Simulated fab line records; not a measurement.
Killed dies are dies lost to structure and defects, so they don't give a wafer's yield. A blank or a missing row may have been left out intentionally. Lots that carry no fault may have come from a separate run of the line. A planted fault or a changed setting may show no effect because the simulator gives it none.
fab line records	flow sfqLine
[record] lots = 6	wafers = 18	lastDay = 80
route steps=325 shown M7@285 I7@296 M8@311
lots that met no fault: from a run of the same line without faults
startH: start of the lot's first displayed wafer, in hours after the record's first day	waitH: hours from the lot's prior step to this one	" identical to the entry in the row above	L1.1+2: a single row standing in for several wafers	- either no value or no given start	* or withheld: withheld	< > ~ a bound
route shown NAME@n: a module of which the file shows steps, and the number in the route of the first	usual: average and standard deviation across the fault-free wafers	same: alike in all rows	chamber/n: place in a boat	sites: readings site by site	_std_site: standard deviation across them	_edge_site: mean of outer sites minus mean of inner sites	radiusMm: how far each site lies from the wafer's centre	mask NAME#n: copy n	behind: the most recent tool/chamber to have shaped the wafer	hold: why the lot was held/for how many hours/how that ended	device: names the non-switching transistor (n, p or np)	end of line: at the end of the route, the tests of the same wafers	a step given without rows: its recipe and nothing more	killed: dies lost to structure and defects at the first sort, not the wafer's yield	map: dies across one wafer; x = killed, . = not, _ = none there
set.NAME: the setting as run; set.NAME@STEP: as run at that earlier step	model.NAME: the simulator's own value behind a step, which no gauge read
lots at selected steps of the route; one table per step, one row per wafer
services: a tool's chamber out of use, with start hour (startH, from the record's first day; less than 0 if before it), hours out, and reason
[[steps]]
[step SFQ_TRILAYER_M7_LITHO_COAT_182]
[recipe] resist = BARC	spinRpm = 3000	resistThkNm = 62
[step SFQ_TRILAYER_M7_LITHO_COAT_177]
[recipe] resist = KrF	spinRpm = 3000	resistThkNm = 600
[step SFQ_TRILAYER_M7_LITHO_SOFTBAKE_181]
[recipe] tempC = withheld	timeS = withheld	resist = KrF
[step SFQ_TRILAYER_M7_LITHO_EXPOSE_178]
[recipe] maskId = M7	na = 0.6	sourceShape = conventional	sigmaOuter = 0.65	targetCdNm = 500	doseMj = 14.4
[step SFQ_TRILAYER_M7_LITHO_PEB_180]
[recipe] pebTempC = 115	pebTimeS = 60	resist = KrF
[step SFQ_TRILAYER_M7_LITHO_DEVELOP_179]
[recipe] timeS = 60	resist = KrF
[step SFQ_M7_OVL_MEAS_945]
[usual] M7_OVL = 0/7
lot.wafer	tool	chamber	startH	waitH	M7_OVL[nm]
L136.1	overlay-02	-	1598.75	0.1	-2
L136.2	"	-	"	"	0
L136.6	"	-	"	"	4
L138.3	overlay-01	-	1619.00	0.1	0
L138.5	"	-	"	"	-1
L138.6	"	-	"	"	-8
L140.2	overlay-01	-	1621.40	0.1	-1
L140.5	"	-	"	"	4
L140.6	"	-	"	"	-1
L141.2	overlay-01	-	1622.60	0.1	14
L141.3	"	-	"	"	7
L141.6	"	-	"	"	10
L143.2	overlay-01	-	1628.60	0.1	4
L143.5	"	-	"	"	4
L143.6	"	-	"	"	-2
L149.1	overlay-01	-	1774.74	0.1	3
L149.4	"	-	"	"	2
L149.6	"	-	"	"	-1
[step SFQ_TRILAYER_M7_BARC_OPEN_METAL_ETCH_229]
[recipe] maskMaterial = PR	chemistry = O2	targetDepthNm = 125	target = BARC	icpW = 600	biasW = 80	pressureMtorr = 10	timeS = 41.7
[usual] biasW = 79.98/0.21	drypumpMotorCurrentA = 5.9/0.46	oesProductAu = 0.685/0.0043
lot.wafer	tool	chamber	startH	waitH	biasW	drypumpMotorCurrentA	oesProductAu	rfHoursCounterH
L136.1	rieMetal-03	1	1598.78	0.0	80.02	6.3	0.684	70
L136.2	"	0	"	"	80.19	5.5	0.684	107
L136.6	"	1	"	"	79.95	6.3	0.690	-
L138.3	rieMetal-02	1	1619.05	0.0	79.83	5.2	0.675	-
L138.5	"	1	"	"	79.78	5.2	0.685	-
L138.6	"	0	"	"	79.90	6.5	0.682	-
L140.2	rieMetal-02	1	1621.43	0.0	80.03	5.2	0.681	77
L140.5	"	0	"	"	79.96	6.5	0.687	-
L140.6	"	1	"	"	79.62	5.2	0.686	-
L141.2	rieMetal-03	0	1622.63	0.0	80.10	5.5	0.691	110
L141.3	"	1	"	"	80.12	6.3	0.688	-
L141.6	"	1	"	"	80.10	6.3	0.684	-
L143.2	rieMetal-04	1	1628.63	0.0	80.03	5.7	0.680	100
L143.5	"	1	"	"	80.06	5.7	0.681	-
L143.6	"	0	"	"	79.86	6.4	0.688	-
L149.1	rieMetal-04	0	1774.78	0.0	80.13	6.3	0.690	30
L149.4	"	0	"	"	79.73	6.3	0.685	-
L149.6	"	1	"	"	79.87	5.7	0.687	-
[step SFQ_TRILAYER_M7_ETCH_METAL_ETCH_180]
[recipe] target = Nb	stopOn = SiO2	maskMaterial = PR	chemistry = Cl2/Ar	targetDepthNm = 240	icpW = 600	biasW = 80	pressureMtorr = 10	timeS = 120
[step SFQ_TRILAYER_M7_STRIP_STRIP_181]
[recipe] gas = O2	powerW = 200	platenTempC = 40	overashFraction = 0.65	chemistry = O2	pressureMtorr = 50
[usual] drypumpMotorCurrentA = 5.9/0.46	oesProductAu = 1.005/0.0089	platenTempC = 40.00/0.11
[same] overashFraction = 0.65
lot.wafer	tool	chamber	startH	waitH	drypumpMotorCurrentA	oesProductAu	platenTempC	rfHoursCounterH
L136.1	rieMetal-03	1	1598.97	0.1	6.3	1.019	40.20	70
L136.2	"	0	"	"	5.6	0.996	40.00	107
L136.6	"	1	"	"	6.3	1.018	40.04	-
L138.3	rieMetal-02	1	1619.41	0.2	5.2	1.017	40.13	-
L138.5	"	1	"	"	5.2	1.017	40.04	-
L138.6	"	0	"	"	6.5	1.013	39.98	-
L140.2	rieMetal-02	1	1621.61	0.1	5.2	1.005	39.88	77
L140.5	"	0	"	"	6.5	1.014	40.14	-
L140.6	"	1	"	"	5.2	1.013	39.98	-
L141.2	rieMetal-03	0	1622.81	0.1	5.6	1.002	40.00	110
L141.3	"	1	"	"	6.3	1.010	39.95	-
L141.6	"	1	"	"	6.3	1.020	39.88	-
L143.2	rieMetal-04	1	1628.81	0.1	5.7	1.001	39.97	100
L143.5	"	1	"	"	5.7	1.010	40.03	-
L143.6	"	0	"	"	6.3	0.998	40.14	-
L149.1	rieMetal-04	0	1774.96	0.1	6.3	1.015	39.96	30
L149.4	"	0	"	"	6.3	1.010	39.86	-
L149.6	"	1	"	"	5.7	1.004	39.90	-
[step SFQ_TRILAYER_M7_STRIP_SOLV_CLEAN_182]
[recipe] chemistry = NMP	tempC = 70	timeS = 600
[step SFQ_TRILAYER_I7_DEP_PECVD_183]
[recipe] material = SiO2	tempC = 150	timeS = 111.11	pressureTorr = 2.4	rfW = 183.3	precursor = SiH4/N2O	targetThkNm = 500
[usual] heaterPowerW = 83/9.9	throttleValvePct = 25.0/1.4
lot.wafer	tool	chamber	startH	waitH	heaterPowerW	sinceWetCleanH	throttleValvePct
L136.1	pecvd-02	2	1599.74	0.0	70	653	25.4
L136.2	"	0	"	"	93	653	26.8
L136.6	"	1	"	"	79	-	24.1
L138.3	pecvd-02	0	1619.99	0.0	88	673	26.9
L138.5	"	1	"	"	77	-	24.2
L138.6	"	0	"	"	87	-	26.6
L140.2	pecvd-01	0	1622.39	0.0	74	1414	24.9
L140.5	"	2	"	"	86	-	26.8
L140.6	"	1	"	"	94	-	25.1
L141.2	pecvd-02	1	1623.59	0.0	84	676	24.3
L141.3	"	2	"	"	65	676	25.5
L141.6	"	0	"	"	87	-	26.8
L143.2	pecvd-02	2	1629.59	0.0	71	682	25.4
L143.5	"	2	"	"	71	-	25.5
L143.6	"	1	"	"	76	-	24.3
L149.1	pecvd-04	2	1775.74	0.0	87	445	23.1
L149.4	"	2	"	"	91	-	23.2
L149.6	"	0	"	"	102	-	23.8
[step SFQ_TRILAYER_I7_CMP_CMP_184]
[recipe] material = SiO2	downForcePsi = 3	platenRpm = 60	padVelocityMS = 0.94248
[usual] motorCurrentA = 10.3/0.84	timeToEndpointS = 216/7.2
lot.wafer	tool	chamber	startH	waitH	motorCurrentA	timeToEndpointS	model.SiO2_of_TRILAYER_I7_DEP_PECVD_183.thkNm
L136.1	cmp-02	0	1599.82	0.0	10.8	202	197.7
L136.2	"	2	1600.82	1.0	10.3	208	200.3
L136.6	"	0	1601.82	2.0	10.3	220	200.2
L138.3	cmp-02	0	1623.52	3.5	10.0	275	303.4
L138.5	"	1	"	"	8.6	218	201.5
L138.6	"	2	"	"	9.8	277	304.8
L140.2	cmp-01	0	1628.32	5.9	11.3	223	200.8
L140.6	"	1	"	"	11.4	224	201.4
L140.5	"	2	"	"	10.1	220	199.9
L141.3	cmp-01	2	1630.32	6.7	9.9	203	199.1
L141.2	"	3	"	"	11.0	208	199.8
L141.6	"	2	1632.32	8.7	10.1	211	199.5
L143.2	cmp-02	1	1638.42	8.8	8.3	212	200.6
L143.6	"	2	"	"	10.4	283	306.3
L143.5	"	3	"	"	10.2	211	200.1
L149.1	cmp-02	0	1779.77	4.0	10.4	208	199.7
L149.4	"	1	"	"	9.0	228	200.6
L149.6	"	0	1781.77	6.0	10.8	219	200
[step SFQ_I7_BOW_MEAS_946]
[recipe] mode = bow
[usual] I7_BOW = 5/11
lot.wafer	tool	chamber	startH	waitH	I7_BOW[um]
L136.1	filmMetro-03	-	1602.82	2.5	15
L136.2	"	-	"	"	10
L136.6	"	-	"	"	15
L138.3	filmMetro-04	-	1625.06	1.0	4
L138.5	"	-	"	"	23
L138.6	"	-	"	"	22
L140.2	filmMetro-04	-	1629.84	1.0	23
L140.5	"	-	"	"	33
L140.6	"	-	"	"	24
L141.2	filmMetro-02	-	1632.84	1.5	16
L141.3	"	-	"	"	15
L141.6	"	-	"	"	4
L143.2	filmMetro-04	-	1639.94	1.0	-1
L143.5	"	-	"	"	3
L143.6	"	-	"	"	6
L149.1	filmMetro-04	-	1782.27	2.0	6
L149.4	"	-	"	"	4
L149.6	"	-	"	"	2
[step SFQ_TRILAYER_I7_METRO_MEASURE_185]
[usual] thkNm = 200.0/0.89
lot.wafer	tool	chamber	startH	waitH	thkNm
L136.1	filmMetro-03	-	1602.94	0.1	197.7
L136.2	"	-	"	"	200.4
L136.6	"	-	"	"	200.0
L138.3	filmMetro-04	-	1625.54	0.5	303.4
L138.5	"	-	"	"	201.7
L138.6	"	-	"	"	304.8
L140.2	filmMetro-04	-	1630.14	0.3	200.7
L140.5	"	-	"	"	199.9
L140.6	"	-	"	"	201.5
L141.2	filmMetro-02	-	1633.14	0.3	199.8
L141.3	"	-	"	"	199.2
L141.6	"	-	"	"	199.5
L143.2	filmMetro-04	-	1640.24	0.3	200.6
L143.5	"	-	"	"	200.0
L143.6	"	-	"	"	306.1
L149.1	filmMetro-04	-	1782.39	0.1	199.7
L149.4	"	-	"	"	200.4
L149.6	"	-	"	"	200.1
[step SFQ_TRILAYER_I7_VIA_LITHO_COAT_192]
[recipe] resist = BARC	spinRpm = 3000	resistThkNm = 62
[step SFQ_TRILAYER_I7_VIA_LITHO_COAT_187]
[recipe] resist = KrF	spinRpm = 3000	resistThkNm = 650
[step SFQ_TRILAYER_I7_VIA_LITHO_SOFTBAKE_191]
[recipe] tempC = withheld	timeS = withheld	resist = KrF
[step SFQ_TRILAYER_I7_VIA_LITHO_EXPOSE_188]
[recipe] maskId = I7	na = 0.6	sourceShape = conventional	sigmaOuter = 0.65	targetCdNm = 1000	doseMj = 21.3
[step SFQ_TRILAYER_I7_VIA_LITHO_PEB_190]
[recipe] pebTempC = 115	pebTimeS = 60	resist = KrF
[step SFQ_TRILAYER_I7_VIA_LITHO_DEVELOP_189]
[recipe] timeS = 60	resist = KrF
[step SFQ_I7_OVL_MEAS_947]
[usual] I7_OVL = 2/4.5
lot.wafer	tool	chamber	startH	waitH	I7_OVL[nm]
L136.1	overlay-01	-	1606.52	0.1	5
L136.2	"	-	"	"	4
L136.6	"	-	"	"	5
L138.3	overlay-01	-	1631.13	0.1	3
L138.5	"	-	"	"	2
L138.6	"	-	"	"	2
L140.2	overlay-01	-	1698.42	0.1	4
L140.5	"	-	"	"	9
L140.6	"	-	"	"	2
L141.2	overlay-02	-	1703.65	0.1	2
L141.3	"	-	"	"	-3
L141.6	"	-	"	"	5
L143.2	overlay-01	-	1713.00	0.1	5
L143.5	"	-	"	"	7
L143.6	"	-	"	"	6
L149.1	overlay-02	-	1852.90	0.1	-4
L149.4	"	-	"	"	1
L149.6	"	-	"	"	-2
[step SFQ_TRILAYER_I7_VIA_BARC_OPEN_VIA_ETCH_260]
[recipe] maskMaterial = PR	chemistry = O2	targetDepthNm = 125	target = BARC	sourceW = 500	biasW = 80	pressureMtorr = 30	timeS = 41.7
[usual] biasW = 80.01/0.24	drypumpMotorCurrentA = 5.8/0.49	oesProductAu = 0.686/0.0047
lot.wafer	tool	chamber	startH	waitH	biasW	drypumpMotorCurrentA	oesProductAu	rfHoursCounterH
L136.1	rieDiel-03	2	1606.55	0.0	80.16	6.3	0.678	19
L136.2	"	3	"	"	80.38	5.0	0.683	18
L136.6	"	0	"	"	80.31	6.4	0.685	-
L138.3	rieDiel-03	2	1631.15	0.0	80.08	6.4	0.683	19
L138.5	"	2	"	"	79.98	6.3	0.690	-
L138.6	"	3	"	"	80.24	5.0	0.686	-
L140.2	rieDiel-04	1	1698.45	0.0	80.09	5.3	0.686	19
L140.5	"	2	"	"	80.29	6.1	0.687	-
L140.6	"	3	"	"	80.25	5.5	0.685	-
L141.2	rieDiel-03	0	1703.68	0.0	80.41	6.5	0.685	11
L141.3	"	1	"	"	80.19	5.6	0.686	2
L141.6	"	1	"	"	79.84	5.6	0.687	-
L143.2	rieDiel-02	3	1713.03	0.0	79.99	6.3	0.688	2
L143.5	"	1	"	"	80.28	5.4	0.681	-
L143.6	"	2	"	"	79.73	5.4	0.689	-
L149.1	rieDiel-04	0	1852.94	0.0	80.05	6.1	0.695	12
L149.4	"	2	"	"	79.72	6.1	0.687	22
L149.6	"	2	"	"	79.66	6.1	0.686	-
[step SFQ_TRILAYER_I7_VIA_ETCH_VIA_ETCH_190]
[recipe] target = SiO2	stopOn = Nb	maskMaterial = PR	taperDeg = 20	chemistry = CHF3	targetDepthNm = 260	sourceW = 500	biasW = 80	pressureMtorr = 30	timeS = withheld
[usual] biasW = 80.00/0.25	drypumpMotorCurrentA = 5.8/0.49	oesProductAu = 0.854/0.005
lot.wafer	tool	chamber	startH	waitH	biasW	drypumpMotorCurrentA	oesProductAu	model.I7.featureDepthNm	model.etch.depthNm
L136.1	rieDiel-03	2	1606.59	0.0	79.93	6.4	0.849	197.7	197.7
L136.2	"	3	"	"	79.49	5.0	0.852	200.3	200.3
L136.6	"	0	"	"	79.96	6.5	0.857	200.2	200.2
L138.3	rieDiel-03	2	1631.19	0.0	79.85	6.4	1.005	261.9	261.9
L138.5	"	2	"	"	80.01	6.4	0.862	201.5	201.5
L138.6	"	3	"	"	79.86	5.0	0.999	255.9	255.9
L140.2	rieDiel-04	1	1698.49	0.0	80.15	5.4	0.860	200.8	200.8
L140.5	"	2	"	"	80.14	6.1	0.859	199.9	199.9
L140.6	"	3	"	"	80.18	5.6	0.855	201.4	201.4
L141.2	rieDiel-03	0	1703.72	0.0	80.48	6.4	0.849	199.8	199.8
L141.3	"	1	"	"	80.16	5.5	0.848	199.1	199.1
L141.6	"	1	"	"	80.46	5.6	0.861	199.5	199.5
L143.2	rieDiel-02	3	1713.07	0.0	80.33	6.3	0.851	200.6	200.6
L143.5	"	1	"	"	80.20	5.4	0.855	200.1	200.1
L143.6	"	2	"	"	79.95	5.4	0.993	256.6	256.6
L149.1	rieDiel-04	0	1852.98	0.0	80.11	6.1	0.852	199.7	199.7
L149.4	"	2	"	"	79.65	6.1	0.853	200.6	200.6
L149.6	"	2	"	"	79.75	6.1	0.861	200	200
[step SFQ_TRILAYER_I7_VIA_STRIP_STRIP_191]
[recipe] gas = O2	powerW = 200	platenTempC = 40	overashFraction = 0.65	chemistry = O2	pressureMtorr = 50
[usual] drypumpMotorCurrentA = 6.0/0.39	oesProductAu = 1.007/0.009	platenTempC = 40.00/0.12
[same] overashFraction = 0.65
lot.wafer	tool	chamber	startH	waitH	drypumpMotorCurrentA	oesProductAu	platenTempC	rfHoursCounterH
L136.1	rieMetal-01	1	1606.71	-	5.7	0.997	39.98	124
L136.2	"	0	"	"	5.8	1.020	39.89	95
L136.6	"	1	"	"	5.7	1.005	39.90	-
L138.3	rieMetal-01	0	1631.51	-	5.8	1.011	40.10	-
L138.5	"	0	"	"	5.8	1.008	40.04	-
L138.6	"	1	"	"	5.7	0.997	40.05	-
L140.2	rieMetal-02	1	1698.61	-	5.2	1.008	39.94	91
L140.5	"	0	"	"	6.5	1.016	39.67	-
L140.6	"	1	"	"	5.2	1.015	40.04	-
L141.2	rieMetal-03	1	1704.03	-	6.3	1.025	40.05	-
L141.3	"	1	"	"	6.3	1.012	39.99	-
L141.6	"	1	"	"	6.3	1.012	40.05	-
L143.2	rieMetal-02	0	1713.38	-	6.5	1.010	40.00	-
L143.5	"	0	"	"	6.5	1.015	40.07	-
L143.6	"	0	"	"	6.5	1.010	40.09	-
L149.1	rieMetal-01	1	1853.09	-	5.7	1.001	40.27	18
L149.4	"	1	"	"	5.7	1.001	40.10	-
L149.6	"	0	"	"	5.8	1.015	39.93	-
[step SFQ_TRILAYER_I7_VIA_STRIP_SOLV_CLEAN_192]
[recipe] chemistry = NMP	tempC = 70	timeS = 600
[step SFQ_TRILAYER_M8_LITHO_LOR_COAT_197]
[recipe] resist = lift-off	spinRpm = 3000
[step SFQ_TRILAYER_M8_LITHO_LOR_BAKE_198]
[recipe] resist = lift-off	tempC = withheld	timeS = withheld
[step SFQ_TRILAYER_M8_LITHO_COAT_193]
[recipe] resist = KrF	spinRpm = 3000	resistThkNm = 600
[step SFQ_TRILAYER_M8_LITHO_SOFTBAKE_199]
[recipe] tempC = withheld	timeS = withheld	resist = KrF
[step SFQ_TRILAYER_M8_LITHO_EXPOSE_194]
[recipe] maskId = M8	na = 0.6	sourceShape = conventional	sigmaOuter = 0.65	targetCdNm = 2000	doseMj = 14.4
[step SFQ_TRILAYER_M8_LITHO_PEB_196]
[recipe] pebTempC = 115	pebTimeS = 60	resist = KrF
[step SFQ_TRILAYER_M8_LITHO_DEVELOP_195]
[recipe] imgClearS = 15	timeS = 55	resist = KrF
[step SFQ_M8_OVL_MEAS_948]
[usual] M8_OVL = 3/6.4
lot.wafer	tool	chamber	startH	waitH	M8_OVL[nm]
L136.1	overlay-02	-	1679.21	0.1	2
L136.2	"	-	"	"	-1
L136.6	"	-	"	"	1
L138.3	overlay-01	-	1700.82	0.1	0
L138.5	"	-	"	"	-1
L138.6	"	-	"	"	7
L140.2	overlay-02	-	1779.10	0.1	-20
L140.5	"	-	"	"	-8
L140.6	"	-	"	"	-12
L141.2	overlay-01	-	1784.50	0.1	5
L141.3	"	-	"	"	12
L141.6	"	-	"	"	5
L143.2	overlay-02	-	1794.10	0.1	4
L143.5	"	-	"	"	6
L143.6	"	-	"	"	1
L149.1	overlay-01	-	1921.69	0.1	11
L149.4	"	-	"	"	9
L149.6	"	-	"	"	6
[step SFQ_TRILAYER_M8_DEP_EVAP_197]
[recipe] material = Ti	angularSpreadDeg = 1	targetThkNm = 20	timeS = 100	powerW = 2000
[step SFQ_TRILAYER_M8_DEP_EVAP_198]
[recipe] material = Pt	angularSpreadDeg = 1	targetThkNm = 50	timeS = 250	powerW = 2000
[step SFQ_TRILAYER_M8_DEP_EVAP_196]
[recipe] material = Au	angularSpreadDeg = 1	targetThkNm = 180	timeS = 900	powerW = 2000
[step SFQ_M8_RS_MEAS_949]
[recipe] thkMeasGauge = four-point-probe	reads = Au_of_TRILAYER_M8_DEP_EVAP_196+Pt_of_TRILAYER_M8_DEP_EVAP_198+Ti_of_TRILAYER_M8_DEP_EVAP_197
[usual] M8_AU_RS = 0.1541/0.0019
lot.wafer	tool	chamber	startH	waitH	M8_AU_RS[ohm/sq]
L136.1	filmMetro-02	-	1679.99	0.3	0.1555
L136.2	"	-	"	"	0.1569
L136.6	"	-	"	"	0.1560
L138.3	filmMetro-02	-	1701.63	0.3	0.1568
L138.5	"	-	"	"	0.1578
L138.6	"	-	"	"	0.1576
L140.2	filmMetro-01	-	1779.89	0.3	0.1566
L140.5	"	-	"	"	0.1547
L140.6	"	-	"	"	0.1551
L141.2	filmMetro-02	-	1785.29	0.3	0.1525
L141.3	"	-	"	"	0.1525
L141.6	"	-	"	"	0.1518
L143.2	filmMetro-01	-	1794.89	0.3	0.1559
L143.5	"	-	"	"	0.1574
L143.6	"	-	"	"	0.1561
L149.1	filmMetro-02	-	1922.47	0.3	0.1512
L149.4	"	-	"	"	0.1549
L149.6	"	-	"	"	0.1547
[step SFQ_M8_THK_MEAS_950]
[recipe] thkMeasGauge = xrf	reads = Au_of_TRILAYER_M8_DEP_EVAP_196
[usual] M8_AU_THK = 182.5/2.5
lot.wafer	tool	chamber	startH	waitH	M8_AU_THK[nm]
L136.1	filmMetro-02	-	1680.11	0.1	181.8
L136.2	"	-	"	"	179.1
L136.6	"	-	"	"	180.7
L138.3	filmMetro-02	-	1701.73	0.1	179.6
L138.5	"	-	"	"	179.1
L138.6	"	-	"	"	179.8
L140.2	filmMetro-01	-	1780.00	0.1	178.5
L140.5	"	-	"	"	181.0
L140.6	"	-	"	"	180.7
L141.2	filmMetro-02	-	1785.40	0.1	184.4
L141.3	"	-	"	"	184.4
L141.6	"	-	"	"	185.7
L143.2	filmMetro-01	-	1795.00	0.1	179.2
L143.5	"	-	"	"	176.9
L143.6	"	-	"	"	179.7
L149.1	filmMetro-02	-	1922.59	0.1	185.5
L149.4	"	-	"	"	181.8
L149.6	"	-	"	"	181.6
[step SFQ_TRILAYER_M8_LIFTOFF_LIFTOFF_197]
[recipe] tempC = 80	timeS = 600	chemistry = NMP
[step SFQ_M8_BOW_MEAS_951]
[recipe] mode = bow
[usual] M8_BOW = 7/12
lot.wafer	tool	chamber	startH	waitH	M8_BOW[um]	model.etest.i7.linkOhm
L136.1	filmMetro-03	-	1680.34	0.0	15	1.058
L136.2	"	-	"	"	10	1.075
L136.6	"	-	"	"	17	1.067
L138.3	filmMetro-03	-	1701.98	0.0	5	1e+06
L138.5	"	-	"	"	24	1.066
L138.6	"	-	"	"	23	1e+06
L140.2	filmMetro-01	-	1780.25	0.0	24	1.035
L140.5	"	-	"	"	35	1.033
L140.6	"	-	"	"	27	1.032
L141.2	filmMetro-02	-	1785.65	0.0	16	1.044
L141.3	"	-	"	"	15	1.035
L141.6	"	-	"	"	4	1.045
L143.2	filmMetro-02	-	1795.25	0.0	0	1.038
L143.5	"	-	"	"	6	1.041
L143.6	"	-	"	"	5	1e+06
L149.1	filmMetro-03	-	1922.82	0.0	8	1.042
L149.4	"	-	"	"	7	1.034
L149.6	"	-	"	"	4	1.038
[[services]]
tool	chamber	startH	hours	kind
rieMetal-04	-	1576.27	0.4	repair
cmp-02	-	1602.82	4.0	pm
rieMetal-02	-	1603.00	3.8	repair
cmp-02	-	1611.48	0.3	repair
rieDiel-04	0	1618.07	9.8	repair
filmMetro-04	-	1623.66	0.3	pm
rieMetal-02	-	1624.61	2.8	pm
cmp-02	-	1642.71	5.2	repair
rieMetal-03	-	1649.64	4.3	pm
rieMetal-03	0	1660.05	4.1	repair
pecvd-02	-	1663.27	0.8	pm
rieDiel-03	2	1678.60	7.3	repair
rieDiel-03	-	1681.69	0.1	repair
rieMetal-02	1	1699.75	17.9	repair
rieMetal-03	0	1702.99	9.1	repair
rieMetal-03	-	1709.06	2.0	repair
rieDiel-04	0	1715.74	5.7	repair
cmp-02	-	1720.66	1.4	repair
filmMetro-04	-	1721.27	1.1	pm
pecvd-02	-	1752.51	0.2	repair
rieMetal-04	0	1758.31	10.0	repair
rieMetal-03	-	1758.80	0.3	repair
rieMetal-02	-	1790.84	0.2	repair
rieDiel-03	3	1845.05	5.3	repair
[[key]]
[firstSign] step = SFQ_TRILAYER_I7_CMP_CMP_184	reading = timeToEndpointS	direction = up	sigmas = 8.7	usual = *	struck = *
[effect] step = SFQ_TRILAYER_I7_METRO_MEASURE_185	reading = thkNm	direction = up	sigmas = 99+	usual = 200.0	struck = 304.8
[effect] step = SFQ_TRILAYER_I7_VIA_ETCH_VIA_ETCH_190	reading = oesProductAu	direction = up	sigmas = 29	usual = 0.854	struck = 0.999
[modelEffect] step = SFQ_TRILAYER_I7_CMP_CMP_184	value = SiO2_of_TRILAYER_I7_DEP_PECVD_183.thkNm	without = 200.2	struck = 304.8
[modelEffect] step = SFQ_TRILAYER_I7_VIA_ETCH_VIA_ETCH_190	value = I7.featureDepthNm	without = 200.2	struck = 258.1
[modelEffect] step = SFQ_M8_BOW_MEAS_951	value = etest.i7.linkOhm	without = 1.046	struck = 1e+06
metAt SFQ_TRILAYER_I7_CMP_CMP_184
struckWafers L138.3,L138.6,L143.6
onsetBetween 1599.82 1623.52
[fault] kind = processParameterDrift	tool = cmp-02	chamber = -	onsetH = 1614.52	steps = SFQ_TRILAYER_I7_CMP_CMP_184	channel = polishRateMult	offset = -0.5	shape = step	endH = 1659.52	scope = struckWafersOnly
